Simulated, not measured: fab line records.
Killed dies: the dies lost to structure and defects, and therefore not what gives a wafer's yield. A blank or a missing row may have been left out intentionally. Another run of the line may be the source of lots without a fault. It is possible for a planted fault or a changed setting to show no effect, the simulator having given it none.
fab line records | flow sky130
[record] lots = 11 | wafers = 33 | last-day = 50
route steps=708 shown METAL3@534 CAPM@550 CAP2M@605 PAD_OPEN@708
lots untouched by any fault: they come from a run of this same line in which no faults occurred
start-h: hours from the record's opening day to when the first of the lot's shown wafers began | wait-h: how many hours have passed since the lot's step before this one | " same as the row above | L1.1+2: several wafers, shown together as one row | - no value, or no start was given | * or withheld: withheld | < > ~ a bound
route shown NAME@n: names a module that has steps shown in the file, with the first one's number in the route | usual: the fault-free wafers' mean and standard deviation | same: alike in all rows | chamber/n: place in a boat | sites: per-site readings | _std_site: standard deviation of those values | _edge_site: outer sites' mean less inner sites' | radius-mm: how far each site lies from the wafer's centre | mask NAME#n: copy n | behind: the most recent tool/chamber to have shaped the wafer | hold: why the lot went on hold/how many hours it stayed there/how the hold came to an end | device: which transistor (n, p or np) failed to switch | end of line: at the end of the route, the tests of the same wafers | a step given without rows: its recipe and nothing more | killed: not the wafer's yield, but the dies lost to structure and defects at the first sort | map: shows each die of a wafer: x if killed, . if not, _ if none is there
set.NAME: the setting the step ran with; set.NAME@STEP: the setting that earlier step ran with | model.NAME: the simulator's own value behind a step, which no gauge read
steps of the route over a sample of lots; a table a step, a row a wafer
services: the hour from which a tool's chamber was out of use, counted from the record's first day as start-h (under 0 if before that day), plus the number of hours and why
[[steps]]
[step SKY_METAL3_SPUTTER_02]
[recipe] material = AlCu | target-thk-nm = 735 | power-w = 10600 | time-s = 39.1 | chamber-pressure-pa = 0.4
[usual] cathode-dc-power-W = 10600/1.8 | chamber-pressure-pa = 0.4000/0.00084 | throttle-valve-pct = 30.0/1.4
lot.wafer | tool           | chamber | start-h | wait-h | cathode-dc-power-W | chamber-pressure-pa | throttle-valve-pct
L605.1    | pvd-sputter-03 | -       | 853.81  | 0.0    | 10601              | 0.4010              | 31.0
L605.3    | "              | -       | "       | "      | 10598              | 0.4003              | 31.2
L605.5    | "              | -       | "       | "      | 10600              | 0.4006              | 28.3
L607.1    | pvd-sputter-03 | -       | 870.07  | 0.0    | 10599              | 0.4011              | 28.1
L607.2    | "              | -       | "       | "      | 10602              | 0.4005              | 31.6
L607.5    | "              | -       | "       | "      | 10599              | 0.3989              | 31.1
L608.2    | pvd-sputter-01 | -       | 879.57  | 0.0    | 10601              | 0.4013              | 29.3
L608.3    | "              | -       | "       | "      | 10598              | 0.4006              | 29.3
L608.5    | "              | -       | "       | "      | 10601              | 0.4023              | 29.3
L609.1    | pvd-sputter-03 | -       | 879.97  | 0.0    | 10599              | 0.3995              | 28.2
L609.2    | "              | -       | "       | "      | 10597              | 0.4004              | 30.8
L609.6    | "              | -       | "       | "      | 10601              | 0.3998              | 31.2
L611.2    | pvd-sputter-03 | -       | 904.02  | 0.0    | 10597              | 0.4011              | 31.1
L611.3    | "              | -       | "       | "      | 10602              | 0.4009              | 30.9
L611.4    | "              | -       | "       | "      | 10598              | 0.3999              | 28.2
L613.4    | pvd-sputter-03 | -       | 915.31  | 0.0    | 10600              | 0.3991              | 31.0
L613.5    | "              | -       | "       | "      | 10601              | 0.3998              | 31.0
L613.6    | "              | -       | "       | "      | 10598              | 0.4008              | 30.7
L615.1    | pvd-sputter-01 | -       | 926.57  | 0.0    | 10598              | 0.4003              | 29.2
L615.3    | "              | -       | "       | "      | 10601              | 0.3996              | 29.4
L615.5    | "              | -       | "       | "      | 10599              | 0.3993              | 26.4
L620.3    | pvd-sputter-03 | -       | 969.71  | 0.0    | 10598              | 0.3997              | 30.9
L620.4    | "              | -       | "       | "      | 10600              | 0.4010              | 31.0
L620.5    | "              | -       | "       | "      | 10600              | 0.3996              | 31.0
L624.3    | pvd-sputter-02 | -       | 990.66  | 0.0    | 10597              | 0.4004              | 30.3
L624.4    | "              | -       | "       | "      | 10603              | 0.4020              | 30.6
L624.6    | "              | -       | "       | "      | 10602              | 0.4011              | 30.5
L627.1    | pvd-sputter-02 | -       | 1019.12 | 0.0    | 10600              | 0.4004              | 30.4
L627.5    | "              | -       | "       | "      | 10600              | 0.4002              | 30.9
L627.6    | "              | -       | "       | "      | 10603              | 0.3998              | 31.1
L628.3    | pvd-sputter-01 | -       | 1025.34 | 0.0    | 10604              | 0.3984              | 26.2
L628.4    | "              | -       | "       | "      | 10600              | 0.4002              | 29.8
L628.5    | "              | -       | "       | "      | 10598              | 0.3999              | 29.3
[step SKY_CAPM_METAL_ETCH_13]
[recipe] target-depth-nm = 220 | stop-on = SiO2 | chemistry = Cl2/BCl3 | target = TiN | pressure-mtorr = 10 | icp-w = 900 | bias-w = 48.5 | Cl2_flow_sccm = 60 | bcl3-flow-sccm = 30 | time-s = 62.9
[usual] drypump-motor-current-A = 5.9/0.4 | oes-product-au = 0.942/0.0092 | throttle-valve-pct = 21.901/0.0086
lot.wafer | tool         | chamber | start-h | wait-h | drypump-motor-current-A | oes-product-au | rf-hours-counter-h | throttle-valve-pct
L605.1    | rie-metal-01 | 1       | 878.88  | 0.0    | 5.6                     | 0.954          | 18                 | 21.899
L605.3    | "            | 1       | "       | "      | 5.6                     | 0.939          | -                  | 21.901
L605.5    | "            | 1       | "       | "      | 5.6                     | 0.944          | -                  | 21.900
L607.1    | rie-metal-02 | 1       | 896.54  | 0.0    | 5.4                     | 0.957          | 14                 | 21.905
L607.2    | "            | 0       | "       | "      | 5.8                     | 0.939          | 1                  | 21.890
L607.5    | "            | 0       | "       | "      | 5.8                     | 0.937          | -                  | 21.917
L608.2    | rie-metal-04 | 0       | 905.53  | 0.0    | 6.8                     | 0.948          | 3                  | 21.903
L608.3    | "            | 1       | "       | "      | 5.6                     | 0.939          | -                  | 21.907
L608.5    | "            | 1       | "       | "      | 5.6                     | 0.953          | -                  | 21.884
L609.1    | rie-metal-01 | 0       | 905.84  | 0.0    | 6.1                     | 0.931          | 7                  | 21.907
L609.2    | "            | 0       | "       | "      | 6.0                     | 0.941          | -                  | 21.909
L609.6    | "            | 0       | "       | "      | 6.1                     | 0.935          | -                  | 21.918
L611.2    | rie-metal-02 | 0       | 928.73  | 0.0    | 5.8                     | 0.952          | 3                  | 21.902
L611.3    | "            | 1       | "       | "      | 5.5                     | 0.951          | -                  | 21.895
L611.4    | "            | 0       | "       | "      | 5.8                     | 0.943          | -                  | 21.903
L613.4    | rie-metal-01 | 1       | 939.65  | 0.0    | 5.6                     | 0.920          | -                  | 21.919
L613.5    | "            | 1       | "       | "      | 5.6                     | 0.946          | -                  | 21.898
L613.6    | "            | 0       | "       | "      | 6.1                     | 0.925          | -                  | 21.898
L615.1    | rie-metal-01 | 0       | 951.09  | 0.0    | 6.0                     | 0.935          | 10                 | 21.908
L615.3    | "            | 0       | "       | "      | 6.1                     | 0.946          | -                  | 21.888
L615.5    | "            | 1       | "       | "      | 5.6                     | 0.935          | -                  | 21.900
L620.3    | rie-metal-02 | 0       | 992.96  | 0.0    | 5.9                     | 0.928          | -                  | 21.912
L620.4    | "            | 1       | "       | "      | 5.5                     | 0.945          | -                  | 21.894
L620.5    | "            | 0       | "       | "      | 5.9                     | 0.930          | -                  | 21.903
L624.3    | rie-metal-02 | 0       | 1014.34 | 0.0    | 5.9                     | 0.924          | -                  | 21.917
L624.4    | "            | 1       | "       | "      | 5.5                     | 0.944          | -                  | 21.892
L624.6    | "            | 1       | "       | "      | 5.5                     | 0.944          | -                  | 21.907
L627.1    | rie-metal-04 | 0       | 1041.33 | 0.0    | 6.8                     | 0.935          | 10                 | 21.886
L627.5    | "            | 1       | "       | "      | 5.6                     | 0.931          | -                  | 21.920
L627.6    | "            | 0       | "       | "      | 6.8                     | 0.933          | -                  | 21.909
L628.3    | rie-metal-02 | 1       | 1047.50 | 0.0    | 5.4                     | 0.938          | -                  | 21.906
L628.4    | "            | 0       | "       | "      | 5.9                     | 0.945          | -                  | 21.897
L628.5    | "            | 0       | "       | "      | 5.9                     | 0.933          | -                  | 21.904
[step SKY_METAL3_OVL_MEAS_14]
[usual] METAL3_OVL = -4/5.6
lot.wafer | tool       | chamber | start-h | wait-h | METAL3_OVL[nm]
L605.1    | overlay-02 | -       | 904.80  | 0.1    | -15
L605.3    | "          | -       | "       | "      | -2
L605.5    | "          | -       | "       | "      | -7
L607.1    | overlay-02 | -       | 922.97  | 0.1    | -8
L607.2    | "          | -       | "       | "      | -2
L607.5    | "          | -       | "       | "      | -7
L608.2    | overlay-02 | -       | 931.88  | 0.1    | -9
L608.3    | "          | -       | "       | "      | -15
L608.5    | "          | -       | "       | "      | -12
L609.1    | overlay-02 | -       | 931.96  | 0.1    | -6
L609.2    | "          | -       | "       | "      | -6
L609.6    | "          | -       | "       | "      | -6
L611.2    | overlay-02 | -       | 954.27  | 0.1    | -11
L611.3    | "          | -       | "       | "      | -2
L611.4    | "          | -       | "       | "      | -9
L613.4    | overlay-02 | -       | 965.28  | 0.1    | -9
L613.5    | "          | -       | "       | "      | -7
L613.6    | "          | -       | "       | "      | -13
L615.1    | overlay-02 | -       | 976.12  | 0.1    | -10
L615.3    | "          | -       | "       | "      | -4
L615.5    | "          | -       | "       | "      | -7
L620.3    | overlay-02 | -       | 1016.71 | 0.1    | -9
L620.4    | "          | -       | "       | "      | -6
L620.5    | "          | -       | "       | "      | -1
L624.3    | overlay-02 | -       | 1037.94 | 0.1    | -14
L624.4    | "          | -       | "       | "      | -1
L624.6    | "          | -       | "       | "      | -5
L627.1    | overlay-01 | -       | 1064.07 | 0.1    | -3
L627.5    | "          | -       | "       | "      | -9
L627.6    | "          | -       | "       | "      | -4
L628.3    | overlay-01 | -       | 1069.99 | 0.1    | 0
L628.4    | "          | -       | "       | "      | 0
L628.5    | "          | -       | "       | "      | 5
[step SKY_METAL3_METAL_ETCH_18]
[recipe] target-depth-a = 8450 | stop-on = SiO2 | over-etch-frac = 0.3 | time-s = 183.1 | chemistry = Cl2/BCl3 | resist-sidewall-deg = 88 | pressure-mtorr = 10 | icp-w = 900 | bias-w = 48.5 | Cl2_flow_sccm = 60 | bcl3-flow-sccm = 30
[usual] drypump-motor-current-A = 5.9/0.48 | oes-product-au = 0.864/0.0064 | throttle-valve-pct = 22.264/0.0084
lot.wafer | tool         | chamber | start-h | wait-h | drypump-motor-current-A | oes-product-au | rf-hours-counter-h | throttle-valve-pct
L605.1    | rie-metal-03 | 0       | 905.12  | 0.0    | 5.6                     | 0.856          | 3                  | 22.272
L605.3    | "            | 1       | "       | "      | 5.5                     | 0.854          | -                  | 22.256
L605.5    | "            | 1       | "       | "      | 5.5                     | 0.865          | -                  | 22.275
L607.1    | rie-metal-01 | 1       | 923.16  | 0.0    | 5.6                     | 0.861          | 1                  | 22.260
L607.2    | "            | 0       | "       | "      | 6.0                     | 0.862          | 8                  | 22.261
L607.5    | "            | 0       | "       | "      | 6.1                     | 0.869          | -                  | 22.261
L608.2    | rie-metal-01 | 0       | 932.06  | 0.0    | 6.0                     | 0.855          | 9                  | 22.265
L608.3    | "            | 1       | "       | "      | 5.6                     | 0.866          | -                  | 22.280
L608.5    | "            | 1       | "       | "      | 5.6                     | 0.856          | -                  | 22.270
L609.1    | rie-metal-04 | 1       | 932.15  | 0.0    | 5.6                     | 0.870          | 8                  | 22.263
L609.2    | "            | 0       | "       | "      | 6.7                     | 0.867          | 4                  | 22.268
L609.6    | "            | 1       | "       | "      | 5.6                     | 0.872          | -                  | 22.259
L611.2    | rie-metal-01 | 0       | 954.45  | 0.0    | 6.0                     | 0.899          | 10                 | 22.270
L611.3    | "            | 0       | "       | "      | 6.0                     | 0.866          | -                  | 22.268
L611.4    | "            | 1       | "       | "      | 5.6                     | 0.855          | -                  | 22.272
L613.4    | rie-metal-03 | 0       | 965.50  | 0.1    | 5.6                     | 0.861          | -                  | 22.253
L613.5    | "            | 0       | "       | "      | 5.7                     | 0.891          | -                  | 22.257
L613.6    | "            | 1       | "       | "      | 5.5                     | 0.869          | -                  | 22.264
L615.1    | rie-metal-03 | 1       | 976.31  | 0.0    | 5.5                     | 0.861          | 11                 | 22.253
L615.3    | "            | 1       | "       | "      | 5.4                     | 0.865          | -                  | 22.267
L615.5    | "            | 0       | "       | "      | 5.6                     | 0.877          | -                  | 22.287
L620.3    | rie-metal-01 | 1       | 1016.95 | 0.1    | 5.6                     | 0.865          | -                  | 22.255
L620.4    | "            | 0       | "       | "      | 6.1                     | 0.865          | -                  | 22.262
L620.5    | "            | 1       | "       | "      | 5.6                     | 0.862          | -                  | 22.265
L624.3    | rie-metal-04 | 0       | 1038.17 | 0.1    | 6.7                     | 0.846          | -                  | 22.253
L624.4    | "            | 1       | "       | "      | 5.6                     | 0.867          | -                  | 22.269
L624.6    | "            | 0       | "       | "      | 6.8                     | 0.863          | -                  | 22.264
L627.1    | rie-metal-04 | 0       | 1064.26 | 0.0    | 6.8                     | 0.863          | 11                 | 22.261
L627.5    | "            | 1       | "       | "      | 5.6                     | 0.874          | -                  | 22.280
L627.6    | "            | 0       | "       | "      | 6.8                     | 0.865          | -                  | 22.271
L628.3    | rie-metal-04 | 1       | 1070.22 | 0.1    | 5.6                     | 0.869          | -                  | 22.276
L628.4    | "            | 0       | "       | "      | 6.7                     | 0.869          | -                  | 22.269
L628.5    | "            | 1       | "       | "      | 5.6                     | 0.857          | -                  | 22.271
[step SKY_CAP2M_SPUTTER_02]
[recipe] material = TiN | target-thk-nm = 200 | temp-c = 300 | power-w = 6500 | time-s = 166.7 | chamber-pressure-pa = 0.4
[usual] cathode-dc-power-W = 6500.1/1.1 | chamber-pressure-pa = 0.4000/0.00079 | substrate-temp-c = 299.98/0.2 | throttle-valve-pct = 29.9/1.5
lot.wafer | tool           | chamber | start-h | wait-h | cathode-dc-power-W | chamber-pressure-pa | substrate-temp-c | throttle-valve-pct
L605.1    | pvd-sputter-03 | -       | 933.24  | 0.1    | 6501.4             | 0.3991              | 300.16           | 31.4
L605.3    | "              | -       | "       | "      | 6500.2             | 0.3996              | 299.74           | 31.1
L605.5    | "              | -       | "       | "      | 6500.8             | 0.4002              | 300.02           | 30.9
L607.1    | pvd-sputter-02 | -       | 950.34  | 0.1    | 6499.4             | 0.3996              | 300.19           | 30.5
L607.2    | "              | -       | "       | "      | 6499.7             | 0.4006              | 300.10           | 30.9
L607.5    | "              | -       | "       | "      | 6499.6             | 0.4006              | 299.99           | 30.4
L608.2    | pvd-sputter-02 | -       | 959.48  | 0.0    | 6500.4             | 0.4010              | 300.15           | 30.2
L608.3    | "              | -       | "       | "      | 6501.2             | 0.4005              | 299.95           | 31.1
L608.5    | "              | -       | "       | "      | 6500.3             | 0.3999              | 300.21           | 30.9
L609.1    | pvd-sputter-02 | -       | 960.28  | 0.1    | 6500.1             | 0.3995              | 299.87           | 31.2
L609.2    | "              | -       | "       | "      | 6500.4             | 0.3987              | 300.03           | 30.0
L609.6    | "              | -       | "       | "      | 6498.7             | 0.3996              | 299.92           | 31.0
L611.2    | pvd-sputter-01 | -       | 982.29  | 0.0    | 6497.8             | 0.4009              | 299.90           | 29.2
L611.3    | "              | -       | "       | "      | 6500.5             | 0.4009              | 300.21           | 28.9
L611.4    | "              | -       | "       | "      | 6501.9             | 0.4008              | 299.67           | 30.3
L613.4    | pvd-sputter-03 | -       | 993.43  | 0.1    | 6501.2             | 0.4008              | 299.70           | 31.1
L613.5    | "              | -       | "       | "      | 6498.2             | 0.4008              | 300.06           | 31.1
L613.6    | "              | -       | "       | "      | 6499.3             | 0.4017              | 299.64           | 28.2
L615.1    | pvd-sputter-01 | -       | 1003.19 | 0.1    | 6499.9             | 0.4006              | 299.62           | 26.1
L615.3    | "              | -       | "       | "      | 6501.0             | 0.4004              | 299.85           | 29.1
L615.5    | "              | -       | "       | "      | 6501.7             | 0.4004              | 300.12           | 29.8
L620.3    | pvd-sputter-01 | -       | 1042.75 | 0.0    | 6500.2             | 0.3999              | 300.11           | 29.1
L620.4    | "              | -       | "       | "      | 6499.9             | 0.4001              | 300.04           | 29.5
L620.5    | "              | -       | "       | "      | 6499.9             | 0.3989              | 300.06           | 26.6
L624.3    | pvd-sputter-01 | -       | 1062.86 | 0.0    | 6501.1             | 0.3992              | 300.05           | 29.3
L624.4    | "              | -       | "       | "      | 6500.5             | 0.4002              | 300.15           | 29.1
L624.6    | "              | -       | "       | "      | 6500.3             | 0.4000              | 299.81           | 29.1
L627.1    | pvd-sputter-01 | -       | 1088.90 | 0.1    | 6499.5             | 0.4003              | 300.22           | 29.4
L627.5    | "              | -       | "       | "      | 6500.5             | 0.3997              | 300.02           | 26.4
L627.6    | "              | -       | "       | "      | 6498.1             | 0.4004              | 299.88           | 29.0
L628.3    | pvd-sputter-03 | -       | 1094.49 | 0.0    | 6500.8             | 0.4000              | 300.16           | 31.8
L628.4    | "              | -       | "       | "      | 6500.1             | 0.3995              | 299.86           | 31.1
L628.5    | "              | -       | "       | "      | 6499.9             | 0.4001              | 300.00           | 31.1
[step SKY_PAD_OPEN_PROBE_99]
[usual] defect-limited-yield = 82.5/2 | killed_at_M0_to_M3 = 43/6.8 | killed_at_M4_up = 3.3/2.1 | killed-at-contacts = 24/5 | killed-at-front-end = 15/4.4 | killed-at-other = 0.3/0.57 | killed-dies = 86/9.7 | killed-open = 47/7.3 | killed-short = 39/6.1 | sort_bin_3_pad_short = 0.8/0.38 | sort_bin_5_function = 10.5/1.5 | sort_bin_6_memory = 6.2/1.1 | sort-n-pass = 406/9.7 | sort-yield-pct = 82.5/2
[same] gross-dies = 492 | killed-at-back-side = 0 | sort_bin_4_leakage[%] = 0 | sort_bin_8_speed[%] = 0
lot.wafer | tool      | chamber | start-h | wait-h | defect-limited-yield[%] | killed_at_M0_to_M3 | killed_at_M4_up | killed-at-contacts | killed-at-front-end | killed-at-other | killed-dies | killed-open | killed-short | sort_bin_3_pad_short[%] | sort_bin_5_function[%] | sort_bin_6_memory[%] | sort-n-pass | sort-yield-pct[%]
L620.4    | prober-01 | -       | 1169.33 | 0.2    | 79.7                    | 55                 | 2               | 23                 | 18                  | 2               | 100         | 52          | 47           | 1.2                     | 11.8                   | 7.3                  | 392         | 79.7
// killed by level:class
L620.4 VIA1:geometric-particle:open=13 LI_CONTACT:geometric-particle:open=9 METAL2:geometric-particle:short=9 METAL1:geometric-particle:short=8 POLY_GATE:geometric-particle:open=7 VIA3:geometric-particle:open=7 CONTACT:geometric-particle:open=6 METAL3:geometric-particle:short=6
[[services]]
tool           | chamber | start-h | hours | kind
rie-metal-04   | 0       | 833.11  | 7.9   | repair
rie-metal-03   | -       | 848.11  | 0.2   | repair
rie-metal-04   | 0       | 848.79  | 24.9  | repair
rie-metal-04   | -       | 857.75  | 1.4   | pm
pvd-sputter-01 | -       | 866.96  | 4.5   | repair
pvd-sputter-03 | 1       | 881.85  | -     | consumable-replace:kit
pvd-sputter-03 | 1       | 881.85  | 18.0  | scheduled-down
pvd-sputter-03 | 1       | 881.85  | 18.0  | vent-cycle
pvd-sputter-02 | -       | 883.16  | 9.8   | repair
rie-metal-01   | 1       | 884.67  | -     | clean
rie-metal-01   | 1       | 884.67  | 25.3  | scheduled-down
rie-metal-01   | 1       | 884.67  | 25.3  | vent-cycle
pvd-sputter-01 | -       | 928.76  | 1.2   | repair
pvd-sputter-01 | 3       | 944.86  | -     | consumable-replace:kit
rie-metal-04   | -       | 951.85  | 13.3  | repair
pvd-sputter-02 | -       | 954.52  | 2.0   | repair
pvd-sputter-03 | 0       | 975.50  | -     | consumable-replace:kit
pvd-sputter-03 | 0       | 975.50  | 18.0  | scheduled-down
pvd-sputter-03 | 0       | 975.50  | 18.0  | vent-cycle
pvd-sputter-02 | -       | 1023.14 | 0.6   | repair
pvd-sputter-02 | -       | 1036.52 | 3.9   | repair
pvd-sputter-03 | 3       | 1075.35 | -     | consumable-replace:kit
pvd-sputter-03 | 3       | 1075.35 | 18.0  | scheduled-down
pvd-sputter-03 | 3       | 1075.35 | 18.0  | vent-cycle
[[key]]
[first-sign] step = SKY_METAL3_METAL_ETCH_18 | reading = oes-product-au | direction = up | sigmas = 4.8 | usual = 0.864 | struck = 0.895
effect none on later readings
met-at SKY_METAL3_SPUTTER_02
struck-lots L611,L613
struck-wafers L611.2,L613.5
not-acting-at SKY_CAPM_METAL_ETCH_13,SKY_METAL3_OVL_MEAS_14,SKY_CAP2M_SPUTTER_02
onset-between 879.97 904.02
[fault] kind = process-parameter-drift | tool = pvd-sputter-03 | chamber = - | onset-h = 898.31 | steps = SKY_METAL3_SPUTTER_02 | channel = target-thk-nm | offset = 63.4 | shape = step | end-h = 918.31 | acts-in = these-recipes-only | stated = 735 | scope = struck-wafers-only
